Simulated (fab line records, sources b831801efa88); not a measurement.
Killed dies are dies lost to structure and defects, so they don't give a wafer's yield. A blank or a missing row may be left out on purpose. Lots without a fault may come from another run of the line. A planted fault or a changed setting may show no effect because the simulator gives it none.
Chamber matching | flow sky130 | SKY_VIA2_ETCH_14 on rie_diel-01: 4 sister chambers
The step etches BARC in N2/H2, stops on SiO2, time 45.9 s, target depth 60 nm. 8 wafers are shown with their chamber, then 9 later ones without.

WAFERS WITH THEIR CHAMBER
wafer  | chamber | drypump_motor_current_A (A) | oes_product_au (a.u.)
L084.3 | 1       | 6.0                         | 0.851
L084.6 | 1       | 6.1                         | 0.859
L091.1 | 2       | 5.7                         | 0.858
L091.3 | 3       | 5.1                         | 0.863
L091.4 | 0       | 6.2                         | 0.847
L092.1 | 2       | 5.7                         | 0.858
L092.4 | 0       | 6.2                         | 0.860
L092.6 | 3       | 5.1                         | 0.854

WAFERS WITHOUT THEIR CHAMBER
wafer  | drypump_motor_current_A (A) | oes_product_au (a.u.)
L093.1 | 6.2                         | 0.854
L093.2 | 5.1                         | 0.860
L093.4 | 6.1                         | 0.854
L094.2 | 6.2                         | 0.856
L094.3 | 5.1                         | 0.846
L094.4 | 5.7                         | 0.852
L095.4 | 6.1                         | 0.862
L095.5 | 5.7                         | 0.852
L095.6 | 5.1                         | 0.851

WHICH CHAMBER EACH WENT THROUGH
wafer  | from the rows above     | in truth
L093.1 | 0                       | 0
L093.2 | 3                       | 3
L093.4 | can't be placed: 1 or 0 | 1
L094.2 | 0                       | 0
L094.3 | 3                       | 3
L094.4 | 2                       | 2
L095.4 | can't be placed: 1 or 0 | 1
L095.5 | 2                       | 2
L095.6 | 3                       | 3
Placed correctly: 7 of 9. Can't be placed from these rows: 2 (the true chamber is among the candidates in 2). Placed wrongly: 0.
How it was worked out, from the rows above alone: a wafer's distance from a chamber is the root of the sum, over the readings, of the square of ((its reading less the chamber's mean) divided by the reading's scatter). The wafer belongs to the nearest chamber; if the next one is less than 2 further off, it can't be placed. A chamber's mean is the mean of its shown wafers. The scatter: the root of (the sum of the squares of (reading less its chamber's mean) over the shown wafers, divided by (wafers less chambers)).
